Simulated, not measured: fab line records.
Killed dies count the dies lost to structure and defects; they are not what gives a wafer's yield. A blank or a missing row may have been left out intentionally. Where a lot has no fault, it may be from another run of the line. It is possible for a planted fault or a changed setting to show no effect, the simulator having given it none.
Which tool did it? :: flow gf180mcu :: 13 lots with 39 wafers sampled at 7 steps, on a route of 602 steps

== WHAT THE GAUGES SHOWED, per wafer ==
GF_STI_CD_MEAS_12: the cd target is 220 nm. Usual: cdNm reads 220.2 nm (standard deviation 1.3).
lot: L922
measured: day 2 03:32
on: cdSem-01
cdNm (nm): 219.6 220.1 220.9
flag: 

lot: L923
measured: day 2 07:30
on: cdSem-01
cdNm (nm): 221.8 220.9 222.2
flag: 

lot: L924
measured: day 2 13:28
on: cdSem-01
cdNm (nm): 219.7 219.0 218.7
flag: 

lot: L927
measured: day 3 01:55
on: cdSem-01
cdNm (nm): 218.3 217.6 218.5
flag: 

lot: L933
measured: day 4 11:20
on: cdSem-02
cdNm (nm): 219.5 220.7 220.5
flag: 

lot: L934
measured: day 4 15:21
on: cdSem-01
cdNm (nm): 219.7 219.4 219.6
flag: 

lot: L935
measured: day 4 20:39
on: cdSem-02
cdNm (nm): 219.6 219.8 218.9
flag: 

lot: L936
measured: day 5 02:04
on: cdSem-02
cdNm (nm): 218.4 218.5 218.4
flag: 

lot: L938
measured: day 5 12:07
on: cdSem-02
cdNm (nm): 221.7 220.6 222.0
flag: 

lot: L939
measured: day 5 18:18
on: cdSem-01
cdNm (nm): 220.1 219.1 221.3
flag: 

lot: L943
measured: day 6 14:43
on: cdSem-01
cdNm (nm): 220.7 221.2 221.4
flag: 

lot: L944
measured: day 6 18:10
on: cdSem-01
cdNm (nm): 220.8 221.2 221.5
flag: 

lot: L945
measured: day 7 01:23
on: cdSem-01
cdNm (nm): 220.9 222.3 221.9
flag: 

GF_NWELL_TW_MEAS_11. Usual: for NWELL_TW the level is 1574 and the standard deviation is 13.
lot: L922
measured: day 3 08:18
on: filmMetro-04
NWELL_TW: 1567 1571 1586
flag: 

lot: L923
measured: day 3 13:51
on: filmMetro-03
NWELL_TW: 1572 1571 1581
flag: 

lot: L924
measured: day 3 20:39
on: filmMetro-01
NWELL_TW: 1562 1572 1559
flag: 

lot: L927
measured: day 4 09:09
on: filmMetro-03
NWELL_TW: 1583 1585 1592
flag: 

lot: L933
measured: day 5 20:13
on: filmMetro-01
NWELL_TW: 1563 1563 1562
flag: 

lot: L934
measured: day 6 01:35
on: filmMetro-01
NWELL_TW: 1823 1816 1825
flag: OFF

lot: L935
measured: day 6 08:00
on: filmMetro-03
NWELL_TW: 1867 1852 1860
flag: OFF

lot: L936
measured: day 6 13:05
on: filmMetro-01
NWELL_TW: 1562 1566 1569
flag: 

lot: L938
measured: day 7 00:52
on: filmMetro-04
NWELL_TW: 1592 1596 1586
flag: 

lot: L939
measured: day 7 06:49
on: filmMetro-04
NWELL_TW: 1583 1585 1581
flag: 

lot: L943
measured: day 8 03:39
on: filmMetro-04
NWELL_TW: 1555 1548 1566
flag: 

lot: L944
measured: day 8 07:38
on: filmMetro-01
NWELL_TW: 1553 1557 1548
flag: 

lot: L945
measured: day 8 16:48
on: filmMetro-04
NWELL_TW: 1569 1567 1570
flag: 

GF_LVPWELL_TW_MEAS_11. Usual: for LVPWELL_TW the level is 559 and the standard deviation is 5.3.
lot: L922
measured: day 3 21:12
on: filmMetro-03
LVPWELL_TW: 560 566 561
flag: 

lot: L923
measured: day 4 02:50
on: filmMetro-03
LVPWELL_TW: 568 567 568
flag: 

lot: L924
measured: day 4 10:04
on: filmMetro-01
LVPWELL_TW: 555 554 553
flag: 

lot: L927
measured: day 4 23:08
on: filmMetro-01
LVPWELL_TW: 554 554 559
flag: 

lot: L933
measured: day 6 11:09
on: filmMetro-04
LVPWELL_TW: 556 555 555
flag: 

lot: L934
measured: day 6 17:19
on: filmMetro-04
LVPWELL_TW: 1368 1362 1363
flag: OFF

lot: L935
measured: day 7 00:11
on: filmMetro-01
LVPWELL_TW: 1363 1362 1360
flag: OFF

lot: L936
measured: day 7 05:05
on: filmMetro-04
LVPWELL_TW: 564 562 565
flag: 

lot: L938
measured: day 7 17:05
on: filmMetro-03
LVPWELL_TW: 559 562 561
flag: 

lot: L939
measured: day 7 22:22
on: filmMetro-03
LVPWELL_TW: 563 559 560
flag: 

lot: L943
measured: day 8 20:12
on: filmMetro-04
LVPWELL_TW: 558 558 553
flag: 

lot: L944
measured: day 9 00:28
on: filmMetro-04
LVPWELL_TW: 558 560 561
flag: 

lot: L945
measured: day 9 09:19
on: filmMetro-01
LVPWELL_TW: 553 553 555
flag: 

GF_MVSD_TW_MEAS_11. Usual: for MVSD_TW the level is 1577 and the standard deviation is 15.
lot: L922
measured: day 4 10:36
on: filmMetro-03
MVSD_TW: 1596 1585 1604
flag: 

lot: L923
measured: day 4 16:26
on: filmMetro-01
MVSD_TW: 1571 1579 1560
flag: 

lot: L924
measured: day 4 23:55
on: filmMetro-01
MVSD_TW: 1569 1564 1571
flag: 

lot: L927
measured: day 5 13:08
on: filmMetro-01
MVSD_TW: 1578 1579 1572
flag: 

lot: L933
measured: day 7 02:48
on: filmMetro-04
MVSD_TW: 1600 1597 1594
flag: 

lot: L934
measured: day 7 09:53
on: filmMetro-04
MVSD_TW: 1859 1859 1853
flag: OFF

lot: L935
measured: day 7 16:41
on: filmMetro-04
MVSD_TW: 1848 1851 1858
flag: OFF

lot: L936
measured: day 7 21:38
on: filmMetro-03
MVSD_TW: 1582 1574 1576
flag: 

lot: L938
measured: day 8 10:01
on: filmMetro-01
MVSD_TW: 1556 1560 1558
flag: 

lot: L939
measured: day 8 16:04
on: filmMetro-03
MVSD_TW: 1598 1593 1590
flag: 

lot: L943
measured: day 9 14:09
on: filmMetro-01
MVSD_TW: 1566 1570 1568
flag: 

lot: L944
measured: day 9 17:21
on: filmMetro-03
MVSD_TW: 1582 1584 1589
flag: 

lot: L945
measured: day 10 02:50
on: filmMetro-01
MVSD_TW: 1573 1578 1575
flag: 

GF_SAB_CD_MEAS_09: the cd target is 420 nm. Usual: cdNm reads 420.4 nm (standard deviation 2.1).
lot: L922
measured: day 15 04:44
on: cdSem-01
cdNm (nm): 419.1 418.9 419.6
flag: 

lot: L923
measured: day 15 15:30
on: cdSem-02
cdNm (nm): 419.7 420.2 417.7
flag: 

lot: L924
measured: day 15 19:10
on: cdSem-02
cdNm (nm): 424.6 422.3 421.7
flag: 

lot: L927
measured: day 16 20:48
on: cdSem-01
cdNm (nm): 419.6 424.6 419.8
flag: 

lot: L933
measured: day 19 05:11
on: cdSem-01
cdNm (nm): 416.8 419.9 416.4
flag: 

lot: L934
measured: day 19 14:08
on: cdSem-01
cdNm (nm): 421.4 421.1 424.0
flag: 

lot: L935
measured: day 19 22:34
on: cdSem-01
cdNm (nm): 423.0 422.3 425.0
flag: 

lot: L936
measured: day 20 06:02
on: cdSem-01
cdNm (nm): 418.1 418.4 418.7
flag: 

lot: L938
measured: day 21 04:28
on: cdSem-02
cdNm (nm): 420.7 420.0 420.7
flag: 

lot: L939
measured: day 21 06:32
on: cdSem-01
cdNm (nm): 422.6 424.0 421.3
flag: 

lot: L943
measured: day 22 16:07
on: cdSem-01
cdNm (nm): 418.4 418.7 418.5
flag: 

lot: L944
measured: day 22 19:45
on: cdSem-01
cdNm (nm): 419.7 419.7 419.5
flag: 

lot: L945
measured: day 23 06:29
on: cdSem-01
cdNm (nm): 423.1 420.7 421.9
flag: 

GF_V1_OVL_MEAS_15. Usual: for V1_OVL the level is -1 nm and the standard deviation is 6.8.
lot: L922
measured: day 18 05:37
on: overlay-02
V1_OVL (nm): 8 7 11
flag: 

lot: L923
measured: day 18 17:52
on: overlay-02
V1_OVL (nm): 3 -5 -1
flag: 

lot: L924
measured: day 18 23:29
on: overlay-01
V1_OVL (nm): 2 -5 -3
flag: 

lot: L927
measured: day 20 01:53
on: overlay-01
V1_OVL (nm): 1 -6 3
flag: 

lot: L933
measured: day 22 09:59
on: overlay-01
V1_OVL (nm): -12 3 -7
flag: 

lot: L934
measured: day 23 02:01
on: overlay-01
V1_OVL (nm): 0 -2 -6
flag: 

lot: L935
measured: day 23 02:22
on: overlay-02
V1_OVL (nm): 16 10 15
flag: 

lot: L936
measured: day 23 08:46
on: overlay-02
V1_OVL (nm): 0 1 0
flag: 

lot: L938
measured: day 24 05:56
on: overlay-02
V1_OVL (nm): -11 -6 -6
flag: 

lot: L939
measured: day 24 08:27
on: overlay-01
V1_OVL (nm): -8 -4 2
flag: 

lot: L943
measured: day 25 14:54
on: overlay-01
V1_OVL (nm): -11 -8 -5
flag: 

lot: L944
measured: day 25 18:26
on: overlay-02
V1_OVL (nm): -14 -10 -18
flag: 

lot: L945
measured: day 26 04:58
on: overlay-01
V1_OVL (nm): -2 5 3
flag: 

== EACH LOT AND THE TOOL THAT RAN IT (in order: tool; ch and the chambers of the sampled wafers; start) ==
lot: L922
GF_DNWELL_COAT_02: lithoTrack-02 ch 0, day 2 13:05

lot: L923
GF_DNWELL_COAT_02: lithoTrack-02 ch 0, day 2 17:51

lot: L924
GF_DNWELL_COAT_02: lithoTrack-02 ch 0, day 3 00:50

lot: L927
GF_DNWELL_COAT_02: lithoTrack-02 ch 0, day 3 13:36

lot: L933
GF_DNWELL_COAT_02: lithoTrack-04 ch 0, day 4 22:45

lot: L934
GF_DNWELL_COAT_02: lithoTrack-02, day 5 02:30

lot: L935
GF_DNWELL_COAT_02: lithoTrack-01, day 5 08:49

lot: L936
GF_DNWELL_COAT_02: lithoTrack-02 ch 0, day 5 14:06

lot: L938
GF_DNWELL_COAT_02: lithoTrack-02 ch 0, day 6 00:05

lot: L939
GF_DNWELL_COAT_02: lithoTrack-02 ch 0, day 6 06:36

lot: L943
GF_DNWELL_COAT_02: lithoTrack-01 ch 0, day 7 02:26

lot: L944
GF_DNWELL_COAT_02: lithoTrack-04 ch 0, day 7 06:38

lot: L945
GF_DNWELL_COAT_02: lithoTrack-01 ch 0, day 7 15:35
- GF_DNWELL_COAT_02: resist thk 3000 nm.

== AS READ BY THE TOOLS THEMSELVES (means over the sampled wafers that have a number; for cases with no such wafer, the mark the record gives instead) ==
GF_DNWELL_COAT_02. Usual: chillPlateTempC 23.01 C, standard deviation 0.099; dispensePressureKPa 48.4 kPa, standard deviation 1.3.
lot: L922
tool: lithoTrack-02
chillPlateTempC (C): 22.93
dispensePressureKPa (kPa): 47.3
flag: 

lot: L923
tool: lithoTrack-02
chillPlateTempC (C): 23.16
dispensePressureKPa (kPa): 47.4
flag: 

lot: L924
tool: lithoTrack-02
chillPlateTempC (C): 23.09
dispensePressureKPa (kPa): 47.4
flag: 

lot: L927
tool: lithoTrack-02
chillPlateTempC (C): 23.02
dispensePressureKPa (kPa): 47.4
flag: 

lot: L933
tool: lithoTrack-04
chillPlateTempC (C): 23.03
dispensePressureKPa (kPa): 50.5
flag: 

lot: L934
tool: lithoTrack-02
chillPlateTempC (C): -
dispensePressureKPa (kPa): -
flag: OFF

lot: L935
tool: lithoTrack-01
chillPlateTempC (C): -
dispensePressureKPa (kPa): -
flag: OFF

lot: L936
tool: lithoTrack-02
chillPlateTempC (C): 23.18
dispensePressureKPa (kPa): 47.3
flag: 

lot: L938
tool: lithoTrack-02
chillPlateTempC (C): 22.98
dispensePressureKPa (kPa): 47.3
flag: 

lot: L939
tool: lithoTrack-02
chillPlateTempC (C): 22.98
dispensePressureKPa (kPa): 47.4
flag: 

lot: L943
tool: lithoTrack-01
chillPlateTempC (C): 22.95
dispensePressureKPa (kPa): 48.6
flag: 

lot: L944
tool: lithoTrack-04
chillPlateTempC (C): 22.94
dispensePressureKPa (kPa): 50.6
flag: 

lot: L945
tool: lithoTrack-01
chillPlateTempC (C): 22.95
dispensePressureKPa (kPa): 48.5
flag: 

== THE ANSWER, worked out from the rows above alone ==
Rule: take the mean of a lot's wafers that have a number; if it is more than 3 standard deviations from the usual mean, the lot is off. Also off: a lot with no number at a reading for which 4 or more lots have one. All remaining lots with rows at the step are treated as sound. The gauges are gone through in route order, then the tools' own readings, and for those a lot's mean is taken as printed above. The first step at which some lot is off is used, and at that step the reading that is off furthest; a lot without a number counts as furthest.
Off: L934, L935, seen at GF_NWELL_TW_MEAS_11 (NWELL_TW).
If a tool, at a process step before that reading, ran all the lots that are off and no sound lot after the first of them, it fits. The gauges at GF_NWELL_TW_MEAS_11 aren't tried: what is off there is off at GF_MVSD_TW_MEAS_11 too, on other tools, and a gauge's error can't cause that. No candidate that was tried fits.

== WHAT THE SIMULATOR PUT IN ==
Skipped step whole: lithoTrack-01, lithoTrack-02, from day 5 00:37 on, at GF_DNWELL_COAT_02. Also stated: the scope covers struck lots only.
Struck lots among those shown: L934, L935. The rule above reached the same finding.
